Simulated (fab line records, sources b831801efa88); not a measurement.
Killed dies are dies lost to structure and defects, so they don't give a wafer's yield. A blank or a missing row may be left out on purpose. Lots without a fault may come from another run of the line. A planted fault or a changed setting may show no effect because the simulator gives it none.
fab line records | flow sky130
record lots=6 wafers=18 last_day=50
route steps=708 shown METAL4@622 PAD_OPEN@708
lots that met no fault: from a run of the same line without faults
start_h: hours from the record's first day to the start of the lot's first wafer shown | wait_h: hours since the lot's step before | " the same as in the row above | L1.1+2: a row that stands for several wafers | - no value, or no start given | * or withheld: withheld | < > ~ a bound
route shown NAME@n: a module of which the file shows steps, and the number in the route of the first | usual: mean/standard deviation of fault-free wafers | same: alike in all rows | chamber/n: place in a boat | sites: the reading at each site | _std_site: their standard deviation | _edge_site: outer sites' mean less inner sites' | radius_mm: how far each site lies from the wafer's centre | mask NAME#n: copy n | behind: the tool/chamber that last shaped the wafer | hold: why the lot was held/for how many hours/how that ended | device: the transistor (n, p or np) that didn't switch | end of line: the same wafers' tests at the end of the route | a step without rows: its recipe alone | killed: dies lost to structure and defects at the first sort, not the wafer's yield | map: a wafer's dies, x killed, . not, _ none there
set.NAME: the setting as run; set.NAME@STEP: as run at that earlier step | model.NAME: the simulator's own value behind a step, which no gauge read
lots at some steps of the route; a table a step, a row a wafer
services: from which hour (start_h, from the record's first day; less than 0 if before it) a tool's chamber was out of use, for how many hours, and why
## steps
# step SKY_METAL4_HMDS_06
# recipe prime_time_s=60 prime_temp_c=120
# step SKY_METAL4_COAT_07
# recipe resist=BARC temp_c=withheld time_s=withheld spin_rpm=3000 resist_thk_nm=60
# step SKY_METAL4_COAT_08
# recipe resist=KrF-thick spin_rpm=3000 resist_thk_nm=1140
# step SKY_METAL4_SOFTBAKE_09
# recipe temp_c=100 time_s=90 resist=KrF-thick
# step SKY_METAL4_EXPOSE_10
# recipe mask_id=MM4 na=0.68 source_shape=annular sigma_inner=0.4 sigma_outer=0.8 target_cd_nm=300 dose_mj=28
# step SKY_METAL4_PEB_11
# recipe peb_temp_c=withheld peb_time_s=withheld resist=KrF-thick
# step SKY_METAL4_DEVELOP_12
# recipe develop_time_s=60 resist=KrF-thick dev_temp_c=21
# step SKY_METAL4_CD_MEAS_13
# recipe target_cd_nm=300
# usual cd_nm=299.2/1.5
# columns lot.wafer tool chamber start_h wait_h cd_nm
L685.2 cd_sem-01 - 990.10 - 297.1
L685.3 " - " " 297.6
L685.6 " - " " 297.9
L686.3 cd_sem-01 - 996.96 - 298.3
L686.4 " - " " 300.1
L686.6 " - " " 300.6
L687.2 cd_sem-01 - 1005.27 - 298.0
L687.4 " - " " 298.5
L687.5 " - " " 297.9
L700.1 cd_sem-02 - 1090.61 - 298.3
L700.2 " - " " 301.0
L700.4 " - " " 300.1
L701.2 cd_sem-02 - 1108.82 - 299.8
L701.4 " - " " 300.2
L701.5 " - " " 298.3
L705.2 cd_sem-01 - 1119.98 - 298.4
L705.4 " - " " 298.4
L705.6 " - " " 299.1
# step SKY_METAL4_OVL_MEAS_14
# usual METAL4_OVL=-4/5.6
# columns lot.wafer tool chamber start_h wait_h METAL4_OVL[nm]
L685.2 overlay-01 - 990.20 0.1 -2
L685.3 " - " " 2
L685.6 " - " " -4
L686.3 overlay-02 - 997.05 0.1 3
L686.4 " - " " 5
L686.6 " - " " 3
L687.2 overlay-01 - 1005.38 0.1 -5
L687.4 " - " " -2
L687.5 " - " " -4
L700.1 overlay-02 - 1090.73 0.1 6
L700.2 " - " " 5
L700.4 " - " " 5
L701.2 overlay-01 - 1108.93 0.1 4
L701.4 " - " " -1
L701.5 " - " " -5
L705.2 overlay-02 - 1120.08 0.1 -10
L705.4 " - " " -5
L705.6 " - " " -9
# step SKY_METAL4_DESCUM_15
# recipe chemistry=O2 source_power_w=150 bias_power_w=0 pressure_mtorr=10 temp_c=40 time_s=8
# usual drypump_motor_current_A=5.6/0.54 he_backside_leak_sccm=3.37/0.2 oes_product_au=1.005/0.0093
# columns lot.wafer tool chamber start_h wait_h drypump_motor_current_A he_backside_leak_sccm oes_product_au rf_hours_counter_h
L685.2 rie_metal-01 0 990.23 0.0 6.4 3.26 1.003 7
L685.3 " 1 " " 5.5 3.34 1.001 -
L685.6 " 1 " " 5.5 3.43 0.987 -
L686.3 rie_metal-02 0 997.08 0.0 4.7 3.22 1.010 -
L686.4 " 1 " " 5.5 3.85 1.016 -
L686.6 " 0 " " 4.7 3.27 1.004 -
L687.2 rie_metal-04 1 1005.41 0.0 6.1 3.35 1.003 17
L687.4 " 0 " " 5.8 3.72 1.012 -
L687.5 " 0 " " 5.8 3.59 1.020 -
L700.1 rie_metal-01 1 1090.76 0.0 5.5 3.34 0.990 26
L700.2 " 0 " " 6.4 3.19 0.994 12
L700.4 " 1 " " 5.5 3.34 0.992 -
L701.2 rie_metal-01 1 1108.96 0.0 5.5 3.24 0.998 27
L701.4 " 0 " " 6.4 3.27 0.999 -
L701.5 " 0 " " 6.4 3.21 1.011 -
L705.2 rie_metal-04 1 1120.11 0.0 6.1 3.37 1.014 24
L705.4 " 1 " " 6.1 3.14 1.005 -
L705.6 " 0 " " 5.8 3.71 1.016 -
# step SKY_METAL4_ETCH_16
# recipe chemistry=N2/H2 target=BARC ion_energy_ev=200 bias_w=100 pressure_mtorr=30 n2_flow_sccm=100 h2_flow_sccm=200 icp_w=500 stop_on=SiO2 time_s=88.2 target_depth_a=600
# usual drypump_motor_current_A=5.6/0.53 he_backside_leak_sccm=3.38/0.19 oes_product_au=0.625/0.0049 rf_fwd_power_W=497.1/1.6 throttle_valve_pct=13.205/0.0081
# columns lot.wafer tool chamber start_h wait_h drypump_motor_current_A he_backside_leak_sccm oes_product_au rf_fwd_power_W rf_hours_counter_h throttle_valve_pct
L685.2 rie_metal-01 0 990.26 0.0 6.4 3.21 0.630 499.2 7 13.202
L685.3 " 1 " " 5.5 3.31 0.627 497.3 - 13.205
L685.6 " 1 " " 5.5 3.19 0.637 495.2 - 13.190
L686.3 rie_metal-02 0 997.14 0.0 4.7 3.30 0.630 500.5 - 13.199
L686.4 " 1 " " 5.5 3.57 0.631 495.0 - 13.213
L686.6 " 0 " " 4.7 3.24 0.624 501.1 - 13.223
L687.2 rie_metal-04 1 1005.44 0.0 6.1 3.30 0.623 496.9 17 13.217
L687.4 " 0 " " 5.8 3.68 0.625 497.7 - 13.207
L687.5 " 0 " " 5.8 3.66 0.622 496.8 - 13.200
L700.1 rie_metal-01 1 1090.80 0.0 5.5 3.20 0.624 500.8 26 13.223
L700.2 " 0 " " 6.4 3.19 0.629 495.8 12 13.211
L700.4 " 1 " " 5.5 3.25 0.629 498.5 - 13.208
L701.2 rie_metal-01 1 1108.99 0.0 5.5 3.24 0.630 498.0 27 13.212
L701.4 " 0 " " 6.4 4.38 0.619 497.7 - 13.210
L701.5 " 0 " " 6.4 3.35 0.628 494.7 - 13.212
L705.2 rie_metal-04 1 1120.15 0.0 6.1 3.19 0.625 499.9 24 13.214
L705.4 " 1 " " 6.1 3.30 0.617 497.2 - 13.209
L705.6 " 0 " " 5.8 3.43 0.619 495.3 - 13.205
# step SKY_METAL4_ETCH_17
# recipe target=SiO2 stop_on=TiN chemistry=C4F8/O2/Ar source_w=1500 bias_w=1200 pressure_mtorr=40 c4f8_flow_sccm=withheld O2_flow_sccm=6 Ar_flow_sccm=300 time_s=3.9 target_depth_a=150
# usual oes_product_au=0.753/0.0074 rf_fwd_power_W=1466/5.9
# columns lot.wafer tool chamber start_h wait_h oes_product_au rf_fwd_power_W rf_hours_counter_h
L685.2 rie_diel-04 0 990.36 0.1 0.752 1461 14
L685.3 " 1 " " 0.756 1477 13
L685.6 " 3 " " 0.762 1470 -
L686.3 rie_diel-02 1 997.20 0.0 0.751 1467 17
L686.4 " 3 " " 0.759 1467 6
L686.6 " 0 " " 0.751 1464 -
L687.2 rie_diel-01 1 1005.54 0.1 0.749 1468 21
L687.4 " 2 " " 0.744 1466 21
L687.5 " 1 " " 0.745 1472 -
L700.1 rie_diel-04 3 1090.89 0.1 0.747 1467 22
L700.2 " 1 " " 0.745 1457 17
L700.4 " 2 " " 0.756 1475 0
L701.2 rie_diel-01 1 1109.09 0.1 0.749 1470 24
L701.4 " 2 " " 0.752 1474 24
L701.5 " 0 " " 0.762 1471 -
L705.2 rie_diel-01 1 1120.24 0.1 0.755 1462 25
L705.4 " 2 " " 0.762 1467 24
L705.6 " 0 " " 0.764 1459 -
# step SKY_METAL4_METAL_ETCH_18
# recipe target_depth_a=8450 stop_on=SiO2 over_etch_frac=0.3 time_s=183.1 chemistry=Cl2/BCl3 resist_sidewall_deg=88 pressure_mtorr=10 icp_w=900 bias_w=48.5 Cl2_flow_sccm=60 bcl3_flow_sccm=30
# usual drypump_motor_current_A=5.7/0.48 he_backside_leak_sccm=3.39/0.22 mfc_cl2_sccm=60.02/0.17 oes_product_au=0.866/0.0064 rf_fwd_power_W=897.1/2.8 throttle_valve_pct=22.263/0.0086
# columns lot.wafer tool chamber start_h wait_h drypump_motor_current_A he_backside_leak_sccm mfc_cl2_sccm oes_product_au rf_fwd_power_W rf_hours_counter_h throttle_valve_pct model.KrF-thick_of_METAL4_COAT_08.thk_nm model.METAL4.cd_nm model.SiO2_of_VIA3_HDPCVD_00.thk_nm
L685.2 rie_metal-04 1 990.38 0.0 6.1 3.33 60.20 0.878 750.7 17 22.262 586.6 308.5 437.5
L685.3 " 0 " " 5.8 3.70 60.13 0.865 898.2 - 22.262 510.4 305.8 435.2
L685.6 " 1 " " 6.1 3.24 59.96 0.865 756.7 - 22.271 590.3 310.1 438.4
L686.3 rie_metal-04 1 997.28 0.1 6.1 3.16 59.99 0.845 750.5 - 22.261 586.6 305.2 439.4
L686.4 " 0 " " 5.8 3.56 60.12 0.861 894.4 - 22.277 510.3 310.4 435.6
L686.6 " 0 " " 5.8 3.56 59.84 0.858 895.1 - 22.266 508.6 307.7 434.6
L687.2 rie_metal-01 0 1005.55 0.0 6.4 3.27 60.20 0.873 899.9 8 22.258 519.7 292.7 436.5
L687.4 " 0 " " 6.4 3.19 60.45 0.872 899.4 - 22.258 519.1 294.8 435.2
L687.5 " 1 " " 5.5 3.35 60.31 0.871 899.1 - 22.253 535.9 296.4 435.7
L700.1 rie_metal-04 1 1090.91 0.0 6.1 3.45 59.75 0.870 898.2 22 22.264 512.7 303.4 434.9
L700.2 " 0 " " 5.8 3.74 60.11 0.866 895.4 23 22.255 518.9 306.9 435.5
L700.4 " 1 " " 6.1 3.51 60.12 0.863 901.6 - 22.243 510.1 303.6 433.7
L701.2 rie_metal-04 1 1109.10 0.0 6.1 3.29 60.15 0.865 899.1 23 22.261 516 302.3 435.7
L701.4 " 1 " " 6.1 3.29 59.97 0.858 895.5 - 22.259 523.6 300.4 435.3
L701.5 " 0 " " 5.8 3.57 59.82 0.869 897.7 - 22.270 516.7 300.9 434.3
L705.2 rie_metal-02 1 1120.26 0.0 5.5 3.45 59.74 0.856 898.9 18 22.285 518.1 297.6 434.1
L705.4 " 0 " " 4.7 3.17 59.97 0.860 898.4 - 22.284 525.1 300 433.3
L705.6 " 0 " " 4.7 3.12 59.87 0.866 899.8 - 22.252 522.8 305.9 435
# step SKY_METAL4_STRIP_19
# recipe chemistry=O2/N2 power_w=1400 pressure_mtorr=1500 platen_temp_c=withheld o2_flow_sccm=3000 n2_flow_sccm=300 overash_fraction=0.5
# usual drypump_motor_current_A=5.7/0.34 oes_product_au=0.500/0.0065 strip_time_to_endpoint_s=6.47/0.095
# columns lot.wafer tool chamber start_h wait_h drypump_motor_current_A oes_product_au rf_hours_counter_h strip_time_to_endpoint_s
L685.2 plasma_asher-03 1 990.56 0.1 5.9 0.523 109 7.15
L685.3 " 0 " " 6.2 0.500 - 6.36
L685.6 " 0 " " 6.2 0.525 - 7.17
L686.3 plasma_asher-01 1 997.43 0.1 5.3 0.524 - 7.13
L686.4 " 0 " " 5.4 0.498 - 6.37
L686.6 " 1 " " 5.3 0.490 - 6.36
L687.2 plasma_asher-01 0 1005.73 0.1 5.4 0.498 90 6.47
L687.4 " 0 " " 5.4 0.496 - 6.46
L687.5 " 1 " " 5.3 0.501 - 6.63
L700.1 plasma_asher-01 1 1091.09 0.1 5.3 0.496 100 6.40
L700.2 " 0 " " 5.4 0.501 100 6.45
L700.4 " 0 " " 5.4 0.498 - 6.36
L701.2 plasma_asher-04 1 1109.28 0.1 5.8 0.499 37 6.41
L701.4 " 1 " " 5.7 0.502 - 6.51
L701.5 " 1 " " 5.7 0.495 - 6.44
L705.2 plasma_asher-01 0 1120.44 0.1 5.4 0.511 102 6.45
L705.4 " 1 " " 5.3 0.507 - 6.52
L705.6 " 0 " " 5.4 0.500 - 6.48
# step SKY_METAL4_STRIP_20
# recipe chemistry=post_etch_residue_remover time_s=1200 temp_c=72.5
# step SKY_PAD_OPEN_PROBE_99
# usual defect_limited_yield=82.4/1.8 killed_at_M0_to_M3=43/7.8 killed_at_M4_up=3.2/1.7 killed_at_contacts=24/5.2 killed_at_front_end=15/4.5 killed_at_other=0.4/0.65 killed_dies=87/9.1 killed_open=47/7.3 killed_short=40/6.5 sort_bin_3_pad_short=0.9/0.46 sort_bin_5_function=10.4/1.5 sort_bin_6_memory=6.3/1 sort_n_pass=405/9.1 sort_yield_pct=82.4/1.8
# same gross_dies=492 killed_at_back_side=0 sort_bin_4_leakage[%]=0 sort_bin_8_speed[%]=0
# columns lot.wafer tool chamber start_h wait_h defect_limited_yield[%] killed_at_M0_to_M3 killed_at_M4_up killed_at_contacts killed_at_front_end killed_at_other killed_dies killed_open killed_short sort_bin_3_pad_short[%] sort_bin_5_function[%] sort_bin_6_memory[%] sort_n_pass sort_yield_pct[%] model.etest.met4.width_nm
L685.2 prober-02 - 1084.66 0.1 84.3 39 2 21 14 1 77 45 32 0.2 10.2 5.3 415 84.3 306.7
L685.3 prober-02 - 1084.71 0.2 82.9 35 5 28 16 0 84 42 41 1.4 8.3 7.3 408 82.9 306.9
L685.6 prober-02 - 1084.86 0.2 84.8 34 4 21 16 0 75 37 37 0.4 10.2 4.7 417 84.8 309.6
L686.3 prober-01 - 1091.08 0.2 83.3 46 1 24 11 0 82 43 39 0.8 8.9 6.9 410 83.3 304.7
L686.4 prober-01 - 1091.13 0.2 83.3 45 1 21 15 0 82 44 38 0.8 9.1 6.7 410 83.3 309.6
L686.6 prober-01 - 1091.23 0.2 82.9 36 3 21 24 0 84 57 27 0.4 10.6 6.1 408 82.9 307.9
L687.2 prober-02 - 1098.17 0.1 83.9 45 0 20 13 1 79 43 36 0.8 9.3 5.9 413 83.9 292.6
L687.4 prober-02 - 1098.27 0.2 78.0 54 4 19 31 0 108 60 47 1.6 14.0 6.3 384 78.0 296.1
L687.5 prober-02 - 1098.32 0.2 78.9 59 4 21 19 1 104 56 48 1.2 14.0 5.9 388 78.9 294.4
L700.1 prober-02 - 1172.88 0.1 82.5 45 1 19 21 0 86 35 51 1.0 10.6 5.9 406 82.5 302.9
L700.2 prober-02 - 1172.93 0.1 79.1 50 6 32 15 0 103 50 53 1.2 11.8 7.9 389 79.1 307.6
L700.4 prober-02 - 1173.03 0.2 81.1 45 1 22 25 0 93 49 44 0.4 11.6 6.9 399 81.1 303.8
L701.2 prober-02 - 1187.34 0.1 82.5 42 4 26 14 0 86 55 31 0.8 10.2 6.5 406 82.5 302.3
L701.4 prober-02 - 1187.44 0.2 83.1 47 7 19 10 0 83 48 35 1.0 9.1 6.7 409 83.1 299.6
L701.5 prober-02 - 1187.49 0.2 81.7 48 5 24 13 0 90 50 40 1.6 10.4 6.3 402 81.7 299.4
L705.2 prober-02 - 1197.22 0.1 84.1 30 0 31 17 0 78 40 38 0.6 10.8 4.5 414 84.1 297.8
L705.4 prober-02 - 1197.32 0.2 81.5 44 4 27 14 2 91 45 46 0.8 10.4 7.3 401 81.5 301.1
L705.6 prober-02 - 1197.42 0.2 85.6 35 0 26 10 0 71 43 28 0.2 10.2 4.1 421 85.6 304.6
# killed by level:class
L685.2 CONTACT:geometric_particle:open=10 METAL1:geometric_particle:short=9 VIA1:geometric_particle:open=7 VIA2:geometric_particle:open=6 LI_CONTACT:geometric_particle:open=5 VIA3:geometric_particle:open=5 FIELD_ISO:geometric_particle:short=4 POLY_GATE:geometric_particle:open=4
L685.3 CONTACT:geometric_particle:open=10 CONTACT:geometric_particle:short=9 POLY_GATE:geometric_particle:short=7 VIA3:geometric_particle:short=7 VIA3:geometric_particle:open=6 VIA2:geometric_particle:open=6 LI_CONTACT:geometric_particle:open=5 VIA1:geometric_particle:open=5
L685.6 METAL1:geometric_particle:short=10 CONTACT:geometric_particle:open=8 LI_CONTACT:geometric_particle:open=6 FIELD_ISO:geometric_particle:open=5 CONTACT:geometric_particle:short=5 VIA2:geometric_particle:open=5 POLY_GATE:geometric_particle:short=4 VIA1:geometric_particle:open=4
L686.3 METAL2:geometric_particle:short=10 VIA1:geometric_particle:open=9 VIA2:geometric_particle:open=9 LI_CONTACT:geometric_particle:open=8 CONTACT:geometric_particle:open=8 LOCAL_INTERCONNECT:geometric_particle:short=5 VIA3:geometric_particle:short=4 METAL1:geometric_particle:short=3
L686.4 VIA1:geometric_particle:open=14 VIA1:geometric_particle:short=9 FIELD_ISO:geometric_particle:open=6 LI_CONTACT:geometric_particle:open=6 METAL1:geometric_particle:short=6 METAL2:geometric_particle:short=5 CONTACT:geometric_particle:open=5 CONTACT:geometric_particle:short=4
L686.6 VIA1:geometric_particle:open=12 POLY_GATE:geometric_particle:open=8 VIA2:geometric_particle:open=8 FIELD_ISO:geometric_particle:open=7 LI_CONTACT:geometric_particle:open=7 CONTACT:geometric_particle:open=6 FIELD_ISO:geometric_particle:short=4 LI_CONTACT:geometric_particle:short=3
L687.2 VIA2:geometric_particle:open=10 LI_CONTACT:geometric_particle:open=9 FIELD_ISO:geometric_particle:open=5 VIA1:geometric_particle:short=5 METAL1:geometric_particle:short=5 VIA1:geometric_particle:open=5 VIA3:geometric_particle:open=5 FIELD_ISO:geometric_particle:short=4
L687.4 VIA2:geometric_particle:open=11 FIELD_ISO:geometric_particle:short=8 CONTACT:geometric_particle:open=8 VIA1:geometric_particle:open=8 LI_CONTACT:geometric_particle:open=7 METAL2:geometric_particle:short=7 METAL1:geometric_particle:short=6 POLY_GATE:geometric_particle:open=5
L687.5 VIA1:geometric_particle:open=12 VIA1:geometric_particle:short=10 FIELD_ISO:geometric_particle:open=8 METAL1:geometric_particle:short=8 VIA3:geometric_particle:open=8 CONTACT:geometric_particle:open=8 VIA2:geometric_particle:open=8 FIELD_ISO:geometric_particle:short=6
L700.1 METAL2:geometric_particle:short=9 METAL1:geometric_particle:short=8 VIA2:geometric_particle:open=8 LOCAL_INTERCONNECT:geometric_particle:short=6 CONTACT:geometric_particle:open=6 VIA1:geometric_particle:short=6 FIELD_ISO:geometric_particle:open=5 POLY_GATE:geometric_particle:short=5
L700.2 CONTACT:geometric_particle:open=13 METAL1:geometric_particle:short=9 LI_CONTACT:geometric_particle:open=7 VIA1:geometric_particle:open=7 CONTACT:geometric_particle:short=6 METAL4:geometric_particle:short=6 VIA2:geometric_particle:short=6 VIA3:geometric_particle:open=5
L700.4 POLY_GATE:geometric_particle:short=10 VIA1:geometric_particle:open=8 LI_CONTACT:geometric_particle:open=8 CONTACT:geometric_particle:open=8 METAL2:geometric_particle:short=6 VIA2:geometric_particle:open=6 VIA3:geometric_particle:open=5 FIELD_ISO:geometric_particle:short=4
L701.2 VIA1:geometric_particle:open=14 VIA2:geometric_particle:open=10 CONTACT:geometric_particle:open=8 FIELD_ISO:geometric_particle:open=5 LI_CONTACT:geometric_particle:open=5 LOCAL_INTERCONNECT:geometric_particle:short=5 VIA3:geometric_particle:open=5 CONTACT:geometric_particle:short=4
L701.4 VIA3:geometric_particle:open=10 CONTACT:geometric_particle:open=8 VIA1:geometric_particle:open=8 VIA2:geometric_particle:open=8 METAL4:geometric_particle:short=7 METAL2:geometric_particle:short=7 VIA1:geometric_particle:short=5 LI_CONTACT:geometric_particle:open=4
L701.5 CONTACT:geometric_particle:open=11 VIA1:geometric_particle:open=11 METAL1:geometric_particle:short=7 VIA3:geometric_particle:open=7 METAL2:geometric_particle:short=6 VIA2:geometric_particle:open=6 VIA3:geometric_particle:short=5 FIELD_ISO:geometric_particle:open=4
L705.2 LI_CONTACT:geometric_particle:open=11 CONTACT:geometric_particle:open=9 LI_CONTACT:geometric_particle:short=5 VIA1:geometric_particle:short=5 POLY_GATE:geometric_particle:open=4 POLY_GATE:geometric_particle:short=4 METAL1:geometric_particle:short=4 FIELD_ISO:geometric_particle:open=3
L705.4 VIA1:geometric_particle:open=9 LI_CONTACT:geometric_particle:open=8 CONTACT:geometric_particle:open=8 METAL3:geometric_particle:short=7 POLY_GATE:geometric_particle:short=6 LI_CONTACT:geometric_particle:short=5 METAL2:geometric_particle:short=5 POLY_GATE:geometric_particle:open=4
L705.6 CONTACT:geometric_particle:open=14 VIA2:geometric_particle:open=8 VIA3:geometric_particle:open=6 FIELD_ISO:geometric_particle:short=5 CONTACT:geometric_particle:short=5 LI_CONTACT:geometric_particle:open=4 VIA1:geometric_particle:open=4 METAL2:geometric_particle:short=4
## services
# columns tool chamber start_h hours kind
rie_metal-04 1 1019.34 12.3 repair
plasma_asher-04 - 1026.44 2.3 repair
plasma_asher-04 - 1027.85 2.2 repair
rie_diel-04 2 1037.38 6.4 repair
rie_diel-02 0 1046.18 16.5 repair
rie_metal-04 1 1046.88 4.4 repair
plasma_asher-03 - 1055.25 9.0 pm
plasma_asher-03 0 1055.25 9.0 vent_cycle
plasma_asher-03 1 1055.25 9.0 vent_cycle
rie_diel-04 2 1059.91 - clean
rie_diel-04 2 1059.91 28.9 scheduled_down
rie_diel-04 2 1059.91 28.9 vent_cycle
rie_metal-01 0 1062.07 19.1 repair
plasma_asher-03 0 1064.25 - clean
plasma_asher-03 1 1064.25 - clean
plasma_asher-03 - 1065.33 5.7 repair
rie_metal-02 0 1079.12 5.9 repair
rie_metal-02 - 1082.58 0.9 repair
rie_metal-02 1 1100.90 6.0 repair
rie_diel-02 - 1110.19 0.2 repair
rie_diel-04 1 1114.44 8.8 repair
## key
first_sign step=SKY_METAL4_METAL_ETCH_18 reading=rf_fwd_power_W direction=down sigmas=51 usual=897.1 struck=752.7
effect step=SKY_METAL4_STRIP_19 reading=strip_time_to_endpoint_s direction=up sigmas=7.2 usual=* struck=*
model_effect step=SKY_METAL4_METAL_ETCH_18 value=KrF-thick_of_METAL4_COAT_08.thk_nm without=510.2 struck=587.8
model_effect step=SKY_PAD_OPEN_PROBE_99 value=etest.met4.width_nm without=297.4 struck=307
met_at SKY_METAL4_METAL_ETCH_18
struck_wafers L685.2,L685.6,L686.3
fault kind=process_parameter_drift tool=rie_metal-04 chamber=1 onset_h=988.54 steps=SKY_METAL4_METAL_ETCH_18 channel=icp_w offset=-144 shape=step end_h=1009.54 acts_in=these_recipes_only stated=900
